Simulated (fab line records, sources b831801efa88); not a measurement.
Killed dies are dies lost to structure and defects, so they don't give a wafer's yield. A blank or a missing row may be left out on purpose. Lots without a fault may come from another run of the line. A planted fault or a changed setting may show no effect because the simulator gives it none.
One fault seen from 2 desks | flow sky130 | each desk has only its own numbers; what lay behind them comes last

THE TOOL OWNER'S DESK: plasma_asher-02
The tool's own readings at SKY_VIA2_STRIP_16 (strips in O2/N2): means of the sampled wafers that have a number, for each lot that ran on this tool. A lot is out of limits, marked OUT, if its mean lies more than 4 standard deviations from the usual mean; the brackets give that distance.
Columns: A = chamber_pressure_mTorr at SKY_VIA2_STRIP_16, usual 1500.1 mTorr; B = drypump_motor_current_A at SKY_VIA2_STRIP_16, usual 5.4 A; C = o2_flow_sccm at SKY_VIA2_STRIP_16, usual 3000 sccm; D = oes_product_au at SKY_VIA2_STRIP_16, usual 0.401 a.u.; E = strip_time_to_endpoint_s at SKY_VIA2_STRIP_16, usual 4.089 s
lot  | first seen here | A      | B   | C    | D     | E
L195 | day 38 04:23    | 1498.7 | 5.0 | 3012 | 0.402 | 4.060
L197 | day 38 18:01    | 1499.8 | 4.9 | 2993 | 0.396 | 4.078
L211 | day 42 16:21    | 1499.6 | 4.9 | 3001 | 0.400 | 4.081
This desk's finding: nothing out of limits on any of the 3 lots.

THE METROLOGY DESK
What the gauges read, lot by lot, whatever tool the lot ran on: means of the sampled wafers that have a number. A lot is out of limits, marked OUT, if its mean lies more than 4 standard deviations from the usual mean; the brackets give that distance.
Columns: A = cd_nm at SKY_VIA2_CD_MEAS_12, usual 200.0 nm
lot  | first seen here | A
L189 | day 36 19:53    | 199.6
L191 | day 37 01:59    | 198.8
L192 | day 37 04:22    | 201.8
L195 | day 38 04:06    | 205.1
L194 | day 38 06:26    | 198.5
L196 | day 38 11:02    | 199.4
L197 | day 38 17:46    | 198.5
L202 | day 40 12:42    | 197.9
L203 | day 40 15:20    | 199.9
L208 | day 42 06:28    | 198.9
L209 | day 42 07:41    | 200.0
L210 | day 42 14:37    | 200.3
L211 | day 42 16:05    | 200.8
L212 | day 43 03:10    | 200.1
This desk's finding: nothing out of limits on any of the 14 lots.

PUT TOGETHER
The tool owner's desk saw nothing out of limits.
The metrology desk saw nothing out of limits.

WHAT THE SIMULATOR HAD PUT IN
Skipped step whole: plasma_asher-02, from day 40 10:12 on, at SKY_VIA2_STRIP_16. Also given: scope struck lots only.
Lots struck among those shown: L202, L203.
